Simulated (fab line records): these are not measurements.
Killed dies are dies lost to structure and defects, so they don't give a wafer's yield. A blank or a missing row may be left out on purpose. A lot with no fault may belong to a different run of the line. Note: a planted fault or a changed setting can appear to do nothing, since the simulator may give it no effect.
Split-lot study ; flow sfq-line ; 23 wafers read from 5 lots, route of 325 steps

THE SPLIT
At SFQ_TRILAYER_M0_LITHO_EXPOSE_022 (exposes mask M0, target cd 500 nm), the setting dose-mj was moved away from the recipe's 14.4 on 6 of the 23 wafers read, by -4.2% to -3.4%. This setting was run at the recipe's value on the other wafers.

FROM THE SPLIT TO THE READING: what the file shows between them, 2 steps
- SFQ_TRILAYER_M0_LITHO_PEB_024: peb time 60 s
- SFQ_TRILAYER_M0_LITHO_DEVELOP_023: time 60 s

THE READING
M0.cd-nm (the simulator's own value, which no gauge read), in nm, at SFQ_TRILAYER_M0_BARC_OPEN_METAL_ETCH_031 (etches BARC in O2, target depth 125 nm, time 41.7 s). There is no usual value for it anywhere in the file. Across the 17 wafers here that went through the recipe, the average is 500.1 nm and the standard deviation 1.5 nm.

wafer;tool, chamber at the split;dose-mj as run;against the recipe;M0.cd-nm, nm;against lot-mates on the recipe
L074.1;krf-scanner-01, 0;14.4;recipe;499.8;-
L074.2;krf-scanner-01, 0;14.4;recipe;500.5;-
L074.4;krf-scanner-01, 0;14.4;recipe;499.5;-
L074.5;krf-scanner-01, 0;14.4;recipe;500.2;-
L074.6;krf-scanner-01, 0;14.4;recipe;500.2;-
L075.1;krf-scanner-01, 0;13.8;-4.2%;508.5;+5.9
L075.2;krf-scanner-01, 0;14.4;recipe;502.4;-
L075.3;krf-scanner-01, 0;13.8;-4.2%;509.1;+6.5
L075.4;krf-scanner-01, 0;13.8;-4.2%;509.7;+7.1
L075.5;krf-scanner-01, 0;14.4;recipe;502.8;-
L076.2;krf-scanner-01, 0;14.4;recipe;498.2;-
L076.3;krf-scanner-01, 0;14.4;recipe;502.1;-
L076.4;krf-scanner-01, 0;14.4;recipe;498.8;-
L076.5;krf-scanner-01, 0;14.4;recipe;501.7;-
L076.6;krf-scanner-01, 0;14.4;recipe;498.6;-
L078.1;krf-scanner-01, 0;14.4;recipe;500.9;-
L078.4;krf-scanner-01, 0;14.4;recipe;497.7;-
L078.5;krf-scanner-01, 0;14.4;recipe;499.4;-
L083.1;krf-scanner-02, 0;14.4;recipe;500.3;-
L083.2;krf-scanner-02, 0;13.91;-3.4%;503.7;+4.3
L083.3;krf-scanner-02, 0;14.4;recipe;498.5;-
L083.4;krf-scanner-02, 0;13.91;-3.4%;505.4;+6.0
L083.5;krf-scanner-02, 0;13.91;-3.4%;505.8;+6.4

FIT RESULTS
A straight line over all 23 wafers: M0.cd-nm changes by -1.88 nm for each +1% of dose-mj; r = -0.90; the points scatter about the line by 1.6 nm.
The same after taking each lot's own level away (the mean of its wafers on the recipe; 23 wafers): -1.59 nm for each +1%; r = -0.93; scatter 1.1 nm.
On that fit, the largest move of dose-mj shifts the reading by 6.6 nm.
The span of the lots' own levels, 499.33 to 502.60 nm, comes to 2.2 times the standard deviation stated above.
Hence the slope depends on the lot-to-lot level, as the two fits are not the same.
Check: for one of the wafers moved furthest among these (-4.2%), held out of the fit, the line's prediction against its lot-mates is +6.81 nm. It came out at +5.9 nm against them.

ADDITIONAL SPLITS CARRIED BY THESE WAFERS
Note: prior to the reading, these wafers also went through further splits. Each is held against what the fit with the lots' levels taken away leaves over:
other split on the same wafers;wafers away from the commonest value;r with M0.cd-nm (lot level and that fit taken away)
SFQ_TRILAYER_INCOMING_OXIDATION_002 ox-time-s;15;-0.05
SFQ_TRILAYER_L0_VIA_LITHO_COAT_013 spin-rpm;9;-0.26
SFQ_TRILAYER_M0_LITHO_COAT_026 resist-thk-nm;8;-0.05

FILE'S OWN FIT
M0.cd-nm changes by -1.6 nm for each +1% of dose-mj, r = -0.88.
